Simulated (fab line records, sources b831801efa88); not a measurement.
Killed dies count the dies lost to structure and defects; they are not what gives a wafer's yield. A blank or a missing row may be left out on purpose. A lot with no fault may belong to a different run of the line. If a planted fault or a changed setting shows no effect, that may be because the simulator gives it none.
8D (eight disciplines) problem report, filled in by code -- flow sky130 -- the parts of the form that need people (team, actions taken, sign-off) are left out

== 1. THE PROBLEM ==
Across 6 wafers from 2 lots, METAL5_ALCU_RS at SKY_METAL5_RS_MEAS_05 averages 0.01929 ohm/sq, while fault-free wafers read 0.02701 ohm/sq with a standard deviation of 0.00029. Relative to the usual mean, that is a shift of -27 standard deviations.
The step: measures by four-point-probe.
Seen first at day 47 20:22 on film_metro-04, wafer L321.2. Wafers with a number at this step in the record: 30, from 10 lots. The rule behind "out" and "out of limits": a value lying over 4 standard deviations away from the usual mean. Any other wafer with a number is counted as sound.

== 2. WHAT IT IS, AND WHAT IT ISN'T ==
question,is,is not
which readings at this step,METAL5_ALCU_RS,-
which lots,"L321, L323","L304, L309, L314, L318, L319, L324, L325, L326"
which wafers of those lots,all that have a number,-
read on which gauges,"film_metro-01, film_metro-04",film_metro-03
when,from day 47 20:22,"up to then (15 sound wafers); but 9 sound wafers of L324, L325, L326 came after"

== 3. THE SUSPECTS, EACH WITH WHAT RULES IT OUT ==
Counting: a tool stays on the suspect list if, at a process step up to the reading, it processed all lots that are out and no sound lot following the first of them.
- ruled out: the gauge at SKY_METAL5_RS_MEAS_05. 2 gauges (film_metro-01, film_metro-04) read the wafers that are out.
- pvd_sputter-03 at SKY_METAL5_SPUTTER_02 (material AlCu, target thk 1150 nm, time 61.2 s): kept. All lots that are out passed through it, beginning with L321 at day 47 20:14, and no sound lot followed; its final sound lot before that point was L318 at day 47 08:52.
After counting, what remains is pvd_sputter-03 at SKY_METAL5_SPUTTER_02.

== 4. THE CAUSE (what the simulator had put in) ==
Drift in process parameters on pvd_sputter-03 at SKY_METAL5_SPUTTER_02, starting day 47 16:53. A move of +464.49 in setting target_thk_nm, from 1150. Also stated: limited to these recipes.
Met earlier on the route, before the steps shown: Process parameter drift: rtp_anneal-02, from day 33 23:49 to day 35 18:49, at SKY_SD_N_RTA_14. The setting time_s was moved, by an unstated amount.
This tool alone remained once counting was done.

== 5. THE CHAIN OF EFFECTS, in route order ==
Each row: a reading where the mean over the struck wafers with a number is more than 3 standard deviations away from the usual. Only readings for which the record gives a usual standard deviation are gone through. hours: the time from each lot's start at the first step in this table that gives one to its start at this step, as a median over the lots. sigmas: the change in usual standard deviations.
hours,step,reading,usual,on struck wafers,change,sigmas
0,SKY_METAL5_RS_MEAS_05,METAL5_ALCU_RS,0.02701 ohm/sq,0.01929,-0.00772,-27
0,SKY_METAL5_THK_MEAS_06,METAL5_ALCU_THK,1174 nm,1641,+467,+36
19,SKY_METAL5_METAL_ETCH_15,oes_product_au,0.894 a.u.,1.002,+0.108,+20
55,SKY_PAD_OPEN_PROBE_99,killed_at_M4_up,3.2,402.2,+399.0,+99 or more
55,SKY_PAD_OPEN_PROBE_99,killed_dies,84,492,+408,+45
55,SKY_PAD_OPEN_PROBE_99,killed_on_rim,17,96,+79,+24
Process steps it contains:
- SKY_METAL5_METAL_ETCH_15: etches the open film in Cl2/BCl3, stops on SiO2, target depth 1260 nm, time 252 s.
- SKY_PAD_OPEN_PROBE_99

== 6. WHAT WOULD HAVE CAUGHT IT SOONER ==
Counted from the fault's start at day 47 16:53, it took 3 hours until the first out-of-limits reading at a measuring or inspecting step in this record, taken at day 47 20:22.
An alarm limit of 4 standard deviations would not have fired on the tool readings at SKY_METAL5_SPUTTER_02 for which the record gives a usual standard deviation, since none of them was out on any struck wafer.
Of the lots that are out (2), L323 began SKY_METAL5_SPUTTER_02 on pvd_sputter-03 after day 47 20:22. Had the tool been put on hold then, it would have been spared.
